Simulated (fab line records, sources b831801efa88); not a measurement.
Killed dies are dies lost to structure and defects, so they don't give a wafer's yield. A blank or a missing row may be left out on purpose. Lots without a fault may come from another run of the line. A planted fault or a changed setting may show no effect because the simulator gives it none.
Which tool did it? | flow sky130 | 11 lots, 33 wafers sampled, at 6 steps of a route of 708

WHAT THE GAUGES READ, wafer by wafer
SKY_LI_CONTACT_CD_MEAS_12: target cd 170 nm. Usual: cd_nm 169.8 nm, standard deviation 1.4.
lot  | measured     | on        | cd_nm (nm)        | flag
L795 | day 29 00:16 | cd_sem-01 | 170.3 170.7 170.1 |
L796 | day 29 06:56 | cd_sem-01 | 167.6 169.5 168.6 |
L797 | day 29 15:56 | cd_sem-02 | 169.1 170.7 169.1 |
L800 | day 31 02:50 | cd_sem-02 | 170.5 172.7 172.0 |
L804 | day 32 05:52 | cd_sem-02 | 171.2 169.2 171.8 |
L809 | day 34 04:55 | cd_sem-01 | 170.0 170.3 170.9 |
L814 | day 35 15:04 | cd_sem-01 | 170.2 169.9 168.5 |
L815 | day 35 18:10 | cd_sem-02 | 169.1 169.9 169.2 |
L816 | day 36 09:13 | cd_sem-01 | 172.4 170.9 171.4 |
L818 | day 37 02:40 | cd_sem-01 | 170.9 170.8 170.6 |
L817 | day 37 02:58 | cd_sem-01 | 168.2 168.6 167.9 |

SKY_LI_CONTACT_RS_MEAS_22: measures by four-point-probe. Usual: LI_CONTACT_W_RS 0.288 ohm/sq, standard deviation 0.0033.
lot  | measured     | on            | LI_CONTACT_W_RS (ohm/sq)            | flag
L795 | day 29 01:07 | film_metro-03 | 0.287 0.289 0.291                   |
L796 | day 29 07:47 | film_metro-04 | 0.284 0.287 0.286                   |
L797 | day 29 16:48 | film_metro-03 | 0.288 0.281 0.288                   |
L800 | day 31 03:40 | film_metro-03 | 0.287 0.288 0.285                   |
L804 | day 32 06:43 | film_metro-01 | 0.287 0.313 0.312 0.287 0.313 0.312 | OFF
L809 | day 34 05:46 | film_metro-03 | 0.285 0.286 0.287                   |
L814 | day 35 15:55 | film_metro-03 | 0.287 0.284 0.289                   |
L815 | day 35 19:04 | film_metro-04 | 0.292 0.297 0.292                   |
L816 | day 36 10:04 | film_metro-04 | 0.292 0.286 0.290                   |
L818 | day 37 03:32 | film_metro-04 | 0.291 0.285 0.286                   |
L817 | day 37 03:49 | film_metro-01 | 0.288 0.285 0.287                   |

SKY_LI_CONTACT_THK_MEAS_23: measures by xrf. Usual: LI_CONTACT_W_THK 403 nm, standard deviation 6.7.
lot  | measured     | on            | LI_CONTACT_W_THK (nm)   | flag
L795 | day 29 01:14 | film_metro-03 | 398 394 393             |
L796 | day 29 07:53 | film_metro-04 | 418 411 413             |
L797 | day 29 16:55 | film_metro-03 | 396 406 395             |
L800 | day 31 03:47 | film_metro-03 | 401 402 404             |
L804 | day 32 09:27 | film_metro-01 | 406 371 374 408 368 373 |
L809 | day 34 05:53 | film_metro-03 | 404 397 402             |
L814 | day 35 16:02 | film_metro-03 | 402 403 399             |
L815 | day 35 19:11 | film_metro-04 | 399 395 400             |
L816 | day 36 10:11 | film_metro-04 | 394 404 402             |
L818 | day 37 03:38 | film_metro-04 | 403 410 410             |
L817 | day 37 03:56 | film_metro-01 | 409 411 407             |

WHICH TOOL RAN EACH LOT (tool, then ch and the chambers of the sampled wafers, then the start)
lot  | SKY_SD_P_STRIP_10                    | SKY_RES_XHIGH_STRIP_08               | SKY_LI_CONTACT_CVD_21
L795 | plasma_asher-04 ch 0,1, day 25 07:58 | plasma_asher-02 ch 0,1, day 26 13:19 | cvd_w-02 ch 0,1, day 29 00:59
L796 | plasma_asher-02 ch 1, day 25 15:02   | plasma_asher-03 ch 0,1, day 26 20:16 | cvd_w-01 ch 0, day 29 07:38
L797 | plasma_asher-04 ch 0,1, day 26 01:43 | plasma_asher-01 ch 0,1, day 27 06:22 | cvd_w-02 ch 0,1, day 29 16:39
L800 | plasma_asher-01 ch 0, day 27 10:35   | plasma_asher-02 ch 0,1, day 28 14:46 | cvd_w-02 ch 0,1, day 31 03:32
L804 | plasma_asher-01 ch 0,1, day 28 17:31 | plasma_asher-02 ch 0,1, day 29 21:31 | cvd_w-02 ch 0,1, day 32 06:35
L809 | plasma_asher-02 ch 0,1, day 30 15:53 | plasma_asher-03 ch 0,1, day 31 20:10 | cvd_w-01 ch 0,1, day 34 05:38
L814 | plasma_asher-02 ch 0,1, day 32 05:04 | plasma_asher-02 ch 0,1, day 33 08:28 | cvd_w-01 ch 0,1, day 35 15:47
L815 | plasma_asher-01 ch 0,1, day 32 07:58 | plasma_asher-01 ch 0,1, day 33 11:34 | cvd_w-02 ch 0,1, day 35 18:56
L816 | plasma_asher-04 ch 0,1, day 32 23:38 | plasma_asher-01 ch 0,1, day 34 02:52 | cvd_w-02 ch 0,1, day 36 09:56
L818 | plasma_asher-02 ch 0,1, day 33 17:51 | plasma_asher-01 ch 0,1, day 34 20:10 | cvd_w-01 ch 0,1, day 37 03:25
L817 | plasma_asher-04 ch 1, day 33 17:56   | plasma_asher-02 ch 0,1, day 34 20:37 | cvd_w-02 ch 0,1, day 37 03:41
- SKY_SD_P_STRIP_10: strips in O2/N2.
- SKY_RES_XHIGH_STRIP_08: strips in O2/N2.
- SKY_LI_CONTACT_CVD_21: deposits W, target thk 400 nm, time 120.56 s.

WHAT THE TOOLS THEMSELVES READ (means of the sampled wafers that have a number; where no wafer has one, the mark that the record gives instead)
SKY_SD_P_STRIP_10. Usual: drypump_motor_current_A 5.7 A, standard deviation 0.37; oes_product_au 0.617 a.u., standard deviation 0.0047; strip_time_to_endpoint_s 17.50 s, standard deviation 0.04.
lot  | tool            | drypump_motor_current_A (A) | oes_product_au (a.u.) | strip_time_to_endpoint_s (s) | flag
L795 | plasma_asher-04 | 6.0                         | 0.618                 | 17.51                        |
L796 | plasma_asher-02 | 5.4                         | 0.617                 | 17.49                        |
L797 | plasma_asher-04 | 6.0                         | 0.611                 | 17.45                        |
L800 | plasma_asher-01 | 5.3                         | 0.617                 | 17.47                        |
L804 | plasma_asher-01 | 5.2                         | 0.617                 | 17.55                        |
L809 | plasma_asher-02 | 5.7                         | 0.612                 | 17.48                        |
L814 | plasma_asher-02 | 5.6                         | 0.614                 | 17.47                        |
L815 | plasma_asher-01 | 5.2                         | 0.616                 | 17.51                        |
L816 | plasma_asher-04 | 6.1                         | 0.620                 | 17.58                        |
L818 | plasma_asher-02 | 5.6                         | 0.617                 | 17.47                        |
L817 | plasma_asher-04 | 6.1                         | 0.620                 | 17.49                        |

SKY_RES_XHIGH_STRIP_08. Usual: drypump_motor_current_A 5.6 A, standard deviation 0.41; oes_product_au 0.710 a.u., standard deviation 0.0045; strip_time_to_endpoint_s 14.27 s, standard deviation 0.038.
lot  | tool            | drypump_motor_current_A (A) | oes_product_au (a.u.) | strip_time_to_endpoint_s (s) | flag
L795 | plasma_asher-02 | 5.7                         | 0.713                 | 14.26                        |
L796 | plasma_asher-03 | 6.1                         | 0.709                 | 14.25                        |
L797 | plasma_asher-01 | 5.2                         | 0.713                 | 14.27                        |
L800 | plasma_asher-02 | 5.6                         | 0.710                 | 14.25                        |
L804 | plasma_asher-02 | 5.6                         | 0.709                 | 14.22                        |
L809 | plasma_asher-03 | 6.3                         | 0.713                 | 14.26                        |
L814 | plasma_asher-02 | 5.7                         | 0.706                 | 14.34                        |
L815 | plasma_asher-01 | 5.2                         | 0.712                 | 14.30                        |
L816 | plasma_asher-01 | 5.2                         | 0.716                 | 14.31                        |
L818 | plasma_asher-01 | 5.2                         | 0.713                 | 14.26                        |
L817 | plasma_asher-02 | 5.6                         | 0.708                 | 14.28                        |

SKY_LI_CONTACT_CVD_21. Usual: chamber_pressure_Torr 40.01 Torr, standard deviation 0.087; heater_power_w 889 W, standard deviation 44.
lot  | tool     | chamber_pressure_Torr (Torr) | heater_power_w (W) | flag
L795 | cvd_w-02 | 39.98                        | 918                |
L796 | cvd_w-01 | 40.11                        | 855                |
L797 | cvd_w-02 | 40.05                        | 887                |
L800 | cvd_w-02 | 39.94                        | 918                |
L804 | cvd_w-02 | 36.22                        | 874                | OFF
L809 | cvd_w-01 | 40.02                        | 888                |
L814 | cvd_w-01 | 40.10                        | 866                |
L815 | cvd_w-02 | 40.12                        | 923                |
L816 | cvd_w-02 | 39.99                        | 880                |
L818 | cvd_w-01 | 40.04                        | 881                |
L817 | cvd_w-02 | 40.07                        | 921                |

THE ANSWER, worked out from the rows above alone
Rule: a lot is off if the mean of its wafers that have a number lies more than 3 standard deviations from the usual mean. A lot without any number at a reading at which 4 lots or more have one is off too. The other lots that the step has rows for count as sound. The gauges are gone through in route order, then the tools' own readings, and for those a lot's mean is taken as printed above. The first step at which some lot is off is used, and at that step the reading that is off furthest; a lot without a number counts as furthest.
Off: L804, at SKY_LI_CONTACT_RS_MEAS_22 (LI_CONTACT_W_RS).
A tool fits if, at a process step before that reading, it ran every lot that is off, and no sound lot after the first of them. The gauges at SKY_LI_CONTACT_RS_MEAS_22 aren't tried: what is off there is off at SKY_LI_CONTACT_CVD_21 too, on other tools, and a gauge's error can't cause that. None of those tried fits.

WHAT THE SIMULATOR HAD PUT IN
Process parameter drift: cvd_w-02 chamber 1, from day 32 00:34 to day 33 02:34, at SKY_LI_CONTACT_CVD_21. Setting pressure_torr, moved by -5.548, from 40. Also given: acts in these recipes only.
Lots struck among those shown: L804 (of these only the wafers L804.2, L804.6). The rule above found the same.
